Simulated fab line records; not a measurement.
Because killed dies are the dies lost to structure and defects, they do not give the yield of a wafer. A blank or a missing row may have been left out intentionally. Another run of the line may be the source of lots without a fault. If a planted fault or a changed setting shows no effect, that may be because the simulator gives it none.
Which tool was responsible? || flow sky130 || 24 lots with 72 wafers sampled at 5 steps, on a route of 708 steps

== WHAT EACH GAUGE READ, for each wafer ==
SKY_NWELL_RS_MEAS_29: measures by four-point-probe. Usual: NWELL_RS 624.3 ohm/sq, standard deviation 1.8.
{"lot": "L074", "measured": "day 5 12:54", "on": "film metro-02", "NWELL_RS (ohm/sq)": "624.6 624.5 624.8", "flag": ""}
{"lot": "L075", "measured": "day 5 16:03", "on": "film metro-03", "NWELL_RS (ohm/sq)": "620.2 622.2 622.7", "flag": ""}
{"lot": "L076", "measured": "day 5 23:43", "on": "film metro-02", "NWELL_RS (ohm/sq)": "624.3 623.4 623.7", "flag": ""}
{"lot": "L077", "measured": "day 6 06:53", "on": "film metro-03", "NWELL_RS (ohm/sq)": "622.4 622.9 623.3", "flag": ""}
{"lot": "L078", "measured": "day 6 22:04", "on": "film metro-03", "NWELL_RS (ohm/sq)": "623.1 622.7 624.6", "flag": ""}
{"lot": "L079", "measured": "day 6 23:08", "on": "film metro-04", "NWELL_RS (ohm/sq)": "624.9 627.2 626.1", "flag": ""}
{"lot": "L080", "measured": "day 7 07:50", "on": "film metro-03", "NWELL_RS (ohm/sq)": "625.4 624.1 623.1", "flag": ""}
{"lot": "L081", "measured": "day 7 13:52", "on": "film metro-04", "NWELL_RS (ohm/sq)": "626.9 628.5 628.0", "flag": ""}
{"lot": "L082", "measured": "day 7 17:18", "on": "film metro-04", "NWELL_RS (ohm/sq)": "624.2 624.0 626.1", "flag": ""}
{"lot": "L083", "measured": "day 7 20:01", "on": "film metro-03", "NWELL_RS (ohm/sq)": "623.2 623.4 622.3", "flag": ""}
{"lot": "L084", "measured": "day 8 06:42", "on": "film metro-04", "NWELL_RS (ohm/sq)": "624.1 623.3 623.2", "flag": ""}
{"lot": "L085", "measured": "day 8 15:58", "on": "film metro-02", "NWELL_RS (ohm/sq)": "625.2 623.2 623.4", "flag": ""}
{"lot": "L086", "measured": "day 8 20:46", "on": "film metro-03", "NWELL_RS (ohm/sq)": "623.4 621.5 624.0", "flag": ""}
{"lot": "L087", "measured": "day 9 05:08", "on": "film metro-03", "NWELL_RS (ohm/sq)": "624.4 624.2 625.8", "flag": ""}
{"lot": "L088", "measured": "day 9 07:39", "on": "film metro-02", "NWELL_RS (ohm/sq)": "621.8 621.0 621.4", "flag": ""}
{"lot": "L089", "measured": "day 9 12:06", "on": "film metro-04", "NWELL_RS (ohm/sq)": "625.7 622.7 621.9", "flag": ""}
{"lot": "L090", "measured": "day 9 16:06", "on": "film metro-03", "NWELL_RS (ohm/sq)": "624.6 628.5 625.6", "flag": ""}
{"lot": "L091", "measured": "day 9 19:34", "on": "film metro-04", "NWELL_RS (ohm/sq)": "620.9 623.1 624.7", "flag": ""}
{"lot": "L092", "measured": "day 10 08:15", "on": "film metro-04", "NWELL_RS (ohm/sq)": "625.1 622.7 624.7", "flag": ""}
{"lot": "L093", "measured": "day 10 09:28", "on": "film metro-04", "NWELL_RS (ohm/sq)": "627.0 624.9 624.0", "flag": ""}
{"lot": "L094", "measured": "day 10 15:32", "on": "film metro-04", "NWELL_RS (ohm/sq)": "625.9 627.1 627.5", "flag": ""}
{"lot": "L095", "measured": "day 10 21:56", "on": "film metro-02", "NWELL_RS (ohm/sq)": "625.3 624.3 624.2", "flag": ""}
{"lot": "L096", "measured": "day 11 06:45", "on": "film metro-04", "NWELL_RS (ohm/sq)": "625.7 628.3 626.4", "flag": ""}
{"lot": "L097", "measured": "day 11 10:22", "on": "film metro-02", "NWELL_RS (ohm/sq)": "623.7 622.6 625.1", "flag": ""}

SKY_VT_ADJUST_NCORE_TW_MEAS_11. Usual: VT_ADJUST_NCORE_TW 219.5, standard deviation 2.
{"lot": "L074", "measured": "day 9 01:40", "on": "film metro-01", "VT_ADJUST_NCORE_TW": "216.9 215.6 215.2", "flag": ""}
{"lot": "L075", "measured": "day 9 05:19", "on": "film metro-02", "VT_ADJUST_NCORE_TW": "219.7 220.7 219.6", "flag": ""}
{"lot": "L076", "measured": "day 9 13:49", "on": "film metro-03", "VT_ADJUST_NCORE_TW": "220.7 221.9 222.8", "flag": ""}
{"lot": "L077", "measured": "day 9 21:07", "on": "film metro-03", "VT_ADJUST_NCORE_TW": "221.9 220.5 220.8", "flag": ""}
{"lot": "L078", "measured": "day 10 14:35", "on": "film metro-03", "VT_ADJUST_NCORE_TW": "221.0 221.2 220.7", "flag": ""}
{"lot": "L079", "measured": "day 10 17:31", "on": "film metro-01", "VT_ADJUST_NCORE_TW": "217.5 215.9 216.8", "flag": ""}
{"lot": "L080", "measured": "day 11 01:47", "on": "film metro-02", "VT_ADJUST_NCORE_TW": "222.7 223.2 221.8", "flag": ""}
{"lot": "L081", "measured": "day 11 08:30", "on": "film metro-01", "VT_ADJUST_NCORE_TW": "216.0 216.6 216.8", "flag": ""}
{"lot": "L082", "measured": "day 11 11:31", "on": "film metro-03", "VT_ADJUST_NCORE_TW": "221.5 220.5 221.0", "flag": ""}
{"lot": "L083", "measured": "day 11 17:16", "on": "film metro-01", "VT_ADJUST_NCORE_TW": "216.9 217.7 216.7", "flag": ""}
{"lot": "L084", "measured": "day 12 05:40", "on": "film metro-03", "VT_ADJUST_NCORE_TW": "221.3 221.9 223.1", "flag": ""}
{"lot": "L085", "measured": "day 12 13:03", "on": "film metro-02", "VT_ADJUST_NCORE_TW": "222.4 221.7 221.3", "flag": ""}
{"lot": "L086", "measured": "day 12 21:31", "on": "film metro-01", "VT_ADJUST_NCORE_TW": "218.2 217.8 218.9", "flag": ""}
{"lot": "L087", "measured": "day 13 07:25", "on": "film metro-01", "VT_ADJUST_NCORE_TW": "218.3 217.0 217.6", "flag": ""}
{"lot": "L088", "measured": "day 13 10:11", "on": "film metro-02", "VT_ADJUST_NCORE_TW": "219.3 220.1 218.9", "flag": ""}
{"lot": "L089", "measured": "day 13 14:35", "on": "film metro-03", "VT_ADJUST_NCORE_TW": "222.4 222.4 222.4", "flag": ""}
{"lot": "L090", "measured": "day 13 19:19", "on": "film metro-02", "VT_ADJUST_NCORE_TW": "220.0 221.3 218.7", "flag": ""}
{"lot": "L091", "measured": "day 13 23:33", "on": "film metro-02", "VT_ADJUST_NCORE_TW": "219.3 219.0 219.7", "flag": ""}
{"lot": "L092", "measured": "day 14 15:17", "on": "film metro-02", "VT_ADJUST_NCORE_TW": "218.7 219.6 220.6", "flag": ""}
{"lot": "L093", "measured": "day 14 15:46", "on": "film metro-02", "VT_ADJUST_NCORE_TW": "217.1 218.0 218.0", "flag": ""}
{"lot": "L094", "measured": "day 15 00:10", "on": "film metro-02", "VT_ADJUST_NCORE_TW": "221.7 219.6 221.4", "flag": ""}
{"lot": "L095", "measured": "day 15 06:49", "on": "film metro-01", "VT_ADJUST_NCORE_TW": "218.0 216.9 217.5", "flag": ""}
{"lot": "L096", "measured": "day 15 17:24", "on": "film metro-03", "VT_ADJUST_NCORE_TW": "219.5 218.6 220.0", "flag": ""}
{"lot": "L097", "measured": "day 15 22:32", "on": "film metro-03", "VT_ADJUST_NCORE_TW": "221.4 219.7 221.3", "flag": ""}

SKY_VT_ADJUST_HVTR_CD_MEAS_07: target cd 380 nm. Usual: cd nm at 378.4 nm, with a standard deviation of 2.8.
{"lot": "L074", "measured": "day 9 23:19", "on": "cd sem-02", "cd nm (nm)": "373.6 372.6 372.4", "flag": ""}
{"lot": "L075", "measured": "day 10 04:05", "on": "cd sem-02", "cd nm (nm)": "376.6 377.3 375.0", "flag": ""}
{"lot": "L076", "measured": "day 10 11:47", "on": "cd sem-02", "cd nm (nm)": "378.7 376.5 377.3", "flag": ""}
{"lot": "L077", "measured": "day 10 19:45", "on": "cd sem-01", "cd nm (nm)": "383.1 382.4 381.2", "flag": ""}
{"lot": "L078", "measured": "day 11 14:55", "on": "cd sem-02", "cd nm (nm)": "376.5 377.8 377.6", "flag": ""}
{"lot": "L079", "measured": "day 11 18:05", "on": "cd sem-01", "cd nm (nm)": "376.7 376.4 375.2", "flag": ""}
{"lot": "L080", "measured": "day 12 01:56", "on": "cd sem-01", "cd nm (nm)": "380.1 380.8 381.5", "flag": ""}
{"lot": "L081", "measured": "day 12 09:14", "on": "cd sem-01", "cd nm (nm)": "382.8 379.0 378.8", "flag": ""}
{"lot": "L082", "measured": "day 12 11:41", "on": "cd sem-02", "cd nm (nm)": "378.0 378.9 377.4", "flag": ""}
{"lot": "L083", "measured": "day 12 17:29", "on": "cd sem-01", "cd nm (nm)": "377.6 375.3 378.6", "flag": ""}
{"lot": "L084", "measured": "day 13 07:18", "on": "cd sem-02", "cd nm (nm)": "372.9 373.9 373.2", "flag": ""}
{"lot": "L085", "measured": "day 13 15:10", "on": "cd sem-02", "cd nm (nm)": "379.7 380.0 379.2", "flag": ""}
{"lot": "L086", "measured": "day 13 23:26", "on": "cd sem-01", "cd nm (nm)": "377.9 377.6 377.6", "flag": ""}
{"lot": "L087", "measured": "day 14 10:08", "on": "cd sem-01", "cd nm (nm)": "378.1 375.2 376.1", "flag": ""}
{"lot": "L088", "measured": "day 14 13:29", "on": "cd sem-02", "cd nm (nm)": "381.7 379.4 380.7", "flag": ""}
{"lot": "L089", "measured": "day 14 17:30", "on": "cd sem-01", "cd nm (nm)": "377.8 381.9 381.4", "flag": ""}
{"lot": "L090", "measured": "day 14 23:02", "on": "cd sem-02", "cd nm (nm)": "375.6 380.1 377.1", "flag": ""}
{"lot": "L091", "measured": "day 15 04:14", "on": "cd sem-01", "cd nm (nm)": "382.8 383.9 382.6", "flag": ""}
{"lot": "L092", "measured": "day 15 19:18", "on": "cd sem-02", "cd nm (nm)": "380.4 380.2 381.3", "flag": ""}
{"lot": "L093", "measured": "day 15 20:16", "on": "cd sem-02", "cd nm (nm)": "379.6 379.9 377.8", "flag": ""}
{"lot": "L094", "measured": "day 16 05:21", "on": "cd sem-01", "cd nm (nm)": "376.2 377.6 377.8", "flag": ""}
{"lot": "L095", "measured": "day 16 12:01", "on": "cd sem-01", "cd nm (nm)": "380.6 379.1 379.8", "flag": ""}
{"lot": "L096", "measured": "day 16 23:00", "on": "cd sem-02", "cd nm (nm)": "375.4 375.0 375.4", "flag": ""}
{"lot": "L097", "measured": "day 17 04:14", "on": "cd sem-02", "cd nm (nm)": "377.8 378.3 378.2", "flag": ""}

SKY_VT_ADJUST_HVTR_TW_MEAS_11. Usual: VT_ADJUST_HVTR_TW 212.0, standard deviation 1.1.
{"lot": "L074", "measured": "day 9 23:43", "on": "film metro-04", "VT_ADJUST_HVTR_TW": "212.8 212.5 213.3", "flag": ""}
{"lot": "L075", "measured": "day 10 04:29", "on": "film metro-02", "VT_ADJUST_HVTR_TW": "209.3 210.9 211.0", "flag": ""}
{"lot": "L076", "measured": "day 10 12:11", "on": "film metro-04", "VT_ADJUST_HVTR_TW": "211.6 211.9 211.9", "flag": ""}
{"lot": "L077", "measured": "day 10 20:10", "on": "film metro-02", "VT_ADJUST_HVTR_TW": "211.8 211.2 211.1", "flag": ""}
{"lot": "L078", "measured": "day 11 15:17", "on": "film metro-02", "VT_ADJUST_HVTR_TW": "213.4 213.7 213.0", "flag": ""}
{"lot": "L079", "measured": "day 11 18:28", "on": "film metro-04", "VT_ADJUST_HVTR_TW": "210.3 211.9 211.9", "flag": ""}
{"lot": "L080", "measured": "day 12 02:20", "on": "film metro-04", "VT_ADJUST_HVTR_TW": "212.4 212.0 212.8", "flag": ""}
{"lot": "L081", "measured": "day 12 09:37", "on": "film metro-02", "VT_ADJUST_HVTR_TW": "212.0 213.2 211.3", "flag": ""}
{"lot": "L082", "measured": "day 12 12:05", "on": "film metro-03", "VT_ADJUST_HVTR_TW": "214.5 213.8 214.3", "flag": ""}
{"lot": "L083", "measured": "day 12 17:52", "on": "film metro-02", "VT_ADJUST_HVTR_TW": "214.0 212.1 212.6", "flag": ""}
{"lot": "L084", "measured": "day 13 07:43", "on": "film metro-04", "VT_ADJUST_HVTR_TW": "212.2 212.3 212.1", "flag": ""}
{"lot": "L085", "measured": "day 13 15:34", "on": "film metro-04", "VT_ADJUST_HVTR_TW": "212.8 211.7 212.0", "flag": ""}
{"lot": "L086", "measured": "day 13 23:49", "on": "film metro-04", "VT_ADJUST_HVTR_TW": "212.8 212.5 211.3", "flag": ""}
{"lot": "L087", "measured": "day 14 10:32", "on": "film metro-03", "VT_ADJUST_HVTR_TW": "213.4 212.7 213.6", "flag": ""}
{"lot": "L088", "measured": "day 14 13:53", "on": "film metro-04", "VT_ADJUST_HVTR_TW": "212.6 211.9 210.5", "flag": ""}
{"lot": "L089", "measured": "day 14 17:55", "on": "film metro-04", "VT_ADJUST_HVTR_TW": "211.5 211.0 211.4", "flag": ""}
{"lot": "L090", "measured": "day 14 23:26", "on": "film metro-03", "VT_ADJUST_HVTR_TW": "213.4 213.3 213.2", "flag": ""}
{"lot": "L091", "measured": "day 15 04:37", "on": "film metro-04", "VT_ADJUST_HVTR_TW": "210.9 211.0 211.0", "flag": ""}
{"lot": "L092", "measured": "day 15 19:43", "on": "film metro-02", "VT_ADJUST_HVTR_TW": "212.2 211.9 212.9", "flag": ""}
{"lot": "L093", "measured": "day 15 20:40", "on": "film metro-04", "VT_ADJUST_HVTR_TW": "211.6 211.2 210.1", "flag": ""}
{"lot": "L094", "measured": "day 16 05:46", "on": "film metro-02", "VT_ADJUST_HVTR_TW": "209.8 211.1 211.5", "flag": ""}
{"lot": "L095", "measured": "day 16 12:25", "on": "film metro-02", "VT_ADJUST_HVTR_TW": "211.7 211.0 211.3", "flag": ""}
{"lot": "L096", "measured": "day 16 23:24", "on": "film metro-04", "VT_ADJUST_HVTR_TW": "209.9 210.4 210.6", "flag": ""}
{"lot": "L097", "measured": "day 17 04:38", "on": "film metro-02", "VT_ADJUST_HVTR_TW": "210.5 213.0 212.4", "flag": ""}

SKY_SONOS_ONO_CD_MEAS_13: target cd 410 nm. Usual: cd nm at 411.3 nm, with a standard deviation of 2.7.
{"lot": "L074", "measured": "day 13 07:56", "on": "cd sem-01", "cd nm (nm)": "409.7 410.0 411.6", "flag": ""}
{"lot": "L075", "measured": "day 13 12:53", "on": "cd sem-01", "cd nm (nm)": "411.0 411.0 411.9", "flag": ""}
{"lot": "L076", "measured": "day 13 19:34", "on": "cd sem-02", "cd nm (nm)": "412.2 412.0 411.1", "flag": ""}
{"lot": "L077", "measured": "day 15 01:01", "on": "cd sem-02", "cd nm (nm)": "409.8 409.3 407.6", "flag": ""}
{"lot": "L078", "measured": "day 15 04:47", "on": "cd sem-01", "cd nm (nm)": "415.5 414.4 413.1", "flag": ""}
{"lot": "L079", "measured": "day 15 08:06", "on": "cd sem-02", "cd nm (nm)": "407.3 409.8 407.6", "flag": ""}
{"lot": "L080", "measured": "day 15 15:14", "on": "cd sem-02", "cd nm (nm)": "414.1 417.3 414.0", "flag": ""}
{"lot": "L081", "measured": "day 16 01:18", "on": "cd sem-01", "cd nm (nm)": "407.3 408.7 407.6", "flag": ""}
{"lot": "L082", "measured": "day 16 05:58", "on": "cd sem-02", "cd nm (nm)": "411.7 411.7 411.9", "flag": ""}
{"lot": "L083", "measured": "day 16 12:07", "on": "cd sem-02", "cd nm (nm)": "408.8 412.7 409.4", "flag": ""}
{"lot": "L084", "measured": "day 17 02:00", "on": "cd sem-01", "cd nm (nm)": "407.9 409.4 410.4", "flag": ""}
{"lot": "L085", "measured": "day 17 14:45", "on": "cd sem-01", "cd nm (nm)": "414.2 411.3 413.2", "flag": ""}
{"lot": "L086", "measured": "day 18 01:27", "on": "cd sem-01", "cd nm (nm)": "408.7 406.6 407.9", "flag": ""}
{"lot": "L087", "measured": "day 18 10:17", "on": "cd sem-02", "cd nm (nm)": "407.7 407.8 408.4", "flag": ""}
{"lot": "L088", "measured": "day 18 11:21", "on": "cd sem-01", "cd nm (nm)": "413.8 412.1 414.2", "flag": ""}
{"lot": "L089", "measured": "day 18 18:58", "on": "cd sem-01", "cd nm (nm)": "413.9 410.6 410.5", "flag": ""}
{"lot": "L090", "measured": "day 19 04:21", "on": "cd sem-02", "cd nm (nm)": "408.2 407.6 407.9", "flag": ""}
{"lot": "L091", "measured": "day 19 09:51", "on": "cd sem-02", "cd nm (nm)": "414.1 415.1 411.9", "flag": ""}
{"lot": "L092", "measured": "day 19 21:31", "on": "cd sem-01", "cd nm (nm)": "412.2 411.7 411.0", "flag": ""}
{"lot": "L093", "measured": "day 20 00:36", "on": "cd sem-02", "cd nm (nm)": "415.8 417.8 416.9", "flag": ""}
{"lot": "L094", "measured": "day 20 09:14", "on": "cd sem-02", "cd nm (nm)": "413.7 412.2 412.1", "flag": ""}
{"lot": "L095", "measured": "day 20 20:04", "on": "cd sem-02", "cd nm (nm)": "415.1 413.8 415.4", "flag": ""}
{"lot": "L096", "measured": "day 21 05:02", "on": "cd sem-02", "cd nm (nm)": "409.2 409.0 407.6", "flag": ""}
{"lot": "L097", "measured": "day 21 09:32", "on": "cd sem-02", "cd nm (nm)": "411.5 409.7 409.3", "flag": ""}

== WHAT TOOL EACH LOT RAN ON (gives the tool, then ch and the chambers of the sampled wafers, and finally the start) ==
The record shows no process step preceding these readings.

== WHAT THE TOOLS THEMSELVES READ (means of the sampled wafers that have a number; where no wafer has one, the mark that the record gives instead) ==
The record holds no such reading with a usual standard deviation.

== THE ANSWER, worked out from the rows above alone ==
Rule: lot off if the mean of its wafers having a number is beyond 3 standard deviations from the usual mean. Also off: a lot with no number at a reading for which 4 or more lots have one. Where the step has rows for the other lots, those lots are counted as sound. Order of review: gauges by route order, followed by the tools' own readings, for which a lot's mean as printed above is used. The first step at which some lot is off is used, and at that step the reading that is off furthest; a lot without a number counts as furthest.
No lot is off on any of the readings shown, so nothing can be concluded from this.

== WHAT WAS PUT IN BY THE SIMULATOR ==
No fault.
